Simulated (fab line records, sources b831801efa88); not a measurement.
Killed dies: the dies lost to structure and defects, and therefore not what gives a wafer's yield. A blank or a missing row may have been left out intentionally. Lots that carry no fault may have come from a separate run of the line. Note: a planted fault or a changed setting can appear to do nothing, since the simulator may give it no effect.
The tool behind it: which one?	flow sky130	7 lots with 21 wafers sampled at 2 steps, on a route of 708 steps

WHAT EACH GAUGE READ, for each wafer
SKY_GATE_OXIDE_THK_MEAS_02.
lot	measured	on	GATE_OXIDE_OXIDATION_00_THK (nm)
L505	day 12 21:06	film metro-04	10.38 10.62 10.49
L507	day 13 10:47	film metro-01	12.17 12.34 12.50 12.18 12.26 12.55
L509	day 14 08:51	film metro-04	12.47 12.61 12.50 12.48 12.56 12.52
L518	day 17 19:47	film metro-04	10.44 10.24 10.46
L520	day 18 05:10	film metro-01	10.29 10.27 10.39
L521	day 18 22:23	film metro-01	10.29 10.05 10.11
L525	day 19 18:20	film metro-04	10.21 10.00 10.27

EACH LOT AND THE TOOL THAT RAN IT (in order: tool; ch and the chambers of the sampled wafers; start)
lot	SKY_GATE_OXIDE_OXIDATION_01
L505	furnace-02 ch 0, day 12 19:41
L507	furnace-02 ch 0, day 13 09:22
L509	furnace-02 ch 0, day 14 07:25
L518	furnace-02 ch 0, day 17 18:22
L520	furnace-01 ch 0, day 18 03:44
L521	furnace-01 ch 0, day 18 20:58
L525	furnace-01 ch 0, day 19 16:55
- SKY_GATE_OXIDE_OXIDATION_01: stabilise 600 s, purge 300 s, target thk 10.268 nm.

THE ANSWER, worked out from the rows above alone
Rule: usual is defined by the lots themselves. The widest of any qualifying gaps counts: lots, ordered by their means at a reading, are off when they make up no more than a third of the lots, leave a main group of 4 or more, and stand apart from it by 3 or more times the standard deviation of that group's means. If all means in a main group match to the digits the tables above print for the reading, that group is not used. A lot without any number at a reading at which 4 lots or more have one is off too. The other lots that the step has rows for count as sound.
Off: L507, L509, seen at SKY_GATE_OXIDE_THK_MEAS_02 (GATE_OXIDE_OXIDATION_00_THK). Mean 10.30 nm and standard deviation 0.13 in the main group.
A tool fits if, at a process step before that reading, it ran every lot that is off, and no sound lot after the first of them. Gauges at SKY_GATE_OXIDE_THK_MEAS_02: tried the same way as those tools. Not one of the candidates tried fits.

WHAT WAS PUT IN BY THE SIMULATOR
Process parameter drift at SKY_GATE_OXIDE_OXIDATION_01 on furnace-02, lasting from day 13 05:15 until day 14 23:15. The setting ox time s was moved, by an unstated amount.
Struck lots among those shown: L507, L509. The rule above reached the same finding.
